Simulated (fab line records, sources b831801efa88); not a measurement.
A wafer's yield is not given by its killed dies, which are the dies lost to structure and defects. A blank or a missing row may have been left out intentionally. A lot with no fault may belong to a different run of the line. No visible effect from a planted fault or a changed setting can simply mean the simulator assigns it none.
Which tool did it? :: flow gf180mcu :: Sampling: 11 lots, 33 wafers, 4 of 602 route steps

WHAT EACH GAUGE READ, for each wafer
GF_V5_RS_MEAS_24: measures by four-point-probe.
lot: L964
measured: day 27 14:32
on: filmMetro-02
V5_W_RS (ohm/sq): 0.326 0.317 0.324

lot: L965
measured: day 28 01:43
on: filmMetro-04
V5_W_RS (ohm/sq): 0.324 0.320 0.327

lot: L967
measured: day 28 20:22
on: filmMetro-02
V5_W_RS (ohm/sq): 0.326 0.318 0.317

lot: L970
measured: day 29 19:49
on: filmMetro-04
V5_W_RS (ohm/sq): 0.330 0.322 0.318

lot: L974
measured: day 31 00:10
on: filmMetro-03
V5_W_RS (ohm/sq): 0.321 0.322 0.322

lot: L975
measured: day 31 02:27
on: filmMetro-03
V5_W_RS (ohm/sq): 0.324 0.329 0.320

lot: L976
measured: day 31 03:33
on: filmMetro-04
V5_W_RS (ohm/sq): 0.359 0.326 0.326 0.359 0.326 0.326

lot: L977
measured: day 31 15:07
on: filmMetro-04
V5_W_RS (ohm/sq): 0.317 0.322 0.318

lot: L978
measured: day 31 22:06
on: filmMetro-04
V5_W_RS (ohm/sq): 0.357 0.324 0.362 0.357 0.324 0.363

lot: L984
measured: day 33 05:53
on: filmMetro-02
V5_W_RS (ohm/sq): 0.322 0.321 0.322

lot: L985
measured: day 33 09:22
on: filmMetro-04
V5_W_RS (ohm/sq): 0.321 0.321 0.322

WHAT TOOL EACH LOT RAN ON (gives the tool, then ch and the chambers of the sampled wafers, and finally the start)
lot: L964
GF_M2_SPUTTER_04: pvdSputter-01, day 18 09:16
GF_V5_CMP_04: cmp-02 ch 0,1,2, day 26 16:23
GF_V5_CVD_23: cvdW-01 ch 0,1, day 27 14:24

lot: L965
GF_M2_SPUTTER_04: pvdSputter-01, day 19 00:14
GF_V5_CMP_04: cmp-01 ch 0,1, day 27 03:34
GF_V5_CVD_23: cvdW-01 ch 0,1, day 28 01:36

lot: L967
GF_M2_SPUTTER_04: pvdSputter-03, day 19 23:59
GF_V5_CMP_04: cmp-01 ch 0,2,3, day 27 23:07
GF_V5_CVD_23: cvdW-01 ch 0,1, day 28 20:16

lot: L970
GF_M2_SPUTTER_04: pvdSputter-03, day 21 08:01
GF_V5_CMP_04: cmp-01 ch 1,2,3, day 28 23:32
GF_V5_CVD_23: cvdW-02 ch 0,1, day 29 19:42

lot: L974
GF_M2_SPUTTER_04: pvdSputter-01, day 22 16:01
GF_V5_CMP_04: cmp-01 ch 0,1, day 30 04:01
GF_V5_CVD_23: cvdW-01 ch 0, day 31 00:02

lot: L975
GF_M2_SPUTTER_04: pvdSputter-01, day 22 18:25
GF_V5_CMP_04: cmp-02 ch 0,1,3, day 30 07:07
GF_V5_CVD_23: cvdW-02 ch 0,1, day 31 02:20

lot: L976
GF_M2_SPUTTER_04: pvdSputter-04, day 22 23:40
GF_V5_CMP_04: cmp-01 ch 1,2,3, day 30 07:50
GF_V5_CVD_23: cvdW-01 ch 0,1, day 31 03:26

lot: L977
GF_M2_SPUTTER_04: pvdSputter-04, day 23 11:27
GF_V5_CMP_04: cmp-01 ch 1,2,3, day 30 19:50
GF_V5_CVD_23: cvdW-02 ch 0,1, day 31 15:00

lot: L978
GF_M2_SPUTTER_04: pvdSputter-04, day 23 20:50
GF_V5_CMP_04: cmp-01 ch 1,2,3, day 31 02:52
GF_V5_CVD_23: cvdW-01 ch 0,1, day 31 21:59

lot: L984
GF_M2_SPUTTER_04: pvdSputter-01, day 25 12:53
GF_V5_CMP_04: cmp-02 ch 1,2, day 32 11:28
GF_V5_CVD_23: cvdW-02 ch 1, day 33 05:38

lot: L985
GF_M2_SPUTTER_04: pvdSputter-03, day 25 18:43
GF_V5_CMP_04: cmp-02 ch 0,1,2, day 32 15:22
GF_V5_CVD_23: cvdW-02 ch 0,1, day 33 09:16
- GF_M2_SPUTTER_04: material TiN, target thk 50 nm, time 41.7 s.
- GF_V5_CMP_04: polishes SiO2.
- GF_V5_CVD_23: deposits W, target thk 350 nm, time 104.9 s.

THE ANSWER, worked out from the rows above alone
Rule: the lots themselves supply what counts as usual. The widest of any qualifying gaps counts: lots, ordered by their means at a reading, are off when they make up no more than a third of the lots, leave a main group of 4 or more, and stand apart from it by 3 or more times the standard deviation of that group's means. If all means in a main group match to the digits the tables above print for the reading, that group is not used. Also off: a lot with no number at a reading for which 4 or more lots have one. Where the step has rows for the other lots, those lots are counted as sound.
Off: L976, L978, seen at GF_V5_RS_MEAS_24 (V5_W_RS). For the main group the mean is 0.322 ohm/sq and the standard deviation 0.0016.
A tool fits if, at a process step before that reading, it ran every lot that is off, and no sound lot after the first of them. Gauges at GF_V5_RS_MEAS_24: tried the same way as those tools. One fits: cvdW-01 at GF_V5_CVD_23. A fault onset in the window from L974 (day 31 00:02, its last sound lot) to L976 (day 31 03:26, its first lot off) fits.

WHAT THE SIMULATOR HAD PUT IN
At GF_V5_CVD_23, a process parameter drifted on cvdW-01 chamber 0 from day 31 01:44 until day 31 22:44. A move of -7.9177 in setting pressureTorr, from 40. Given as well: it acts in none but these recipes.
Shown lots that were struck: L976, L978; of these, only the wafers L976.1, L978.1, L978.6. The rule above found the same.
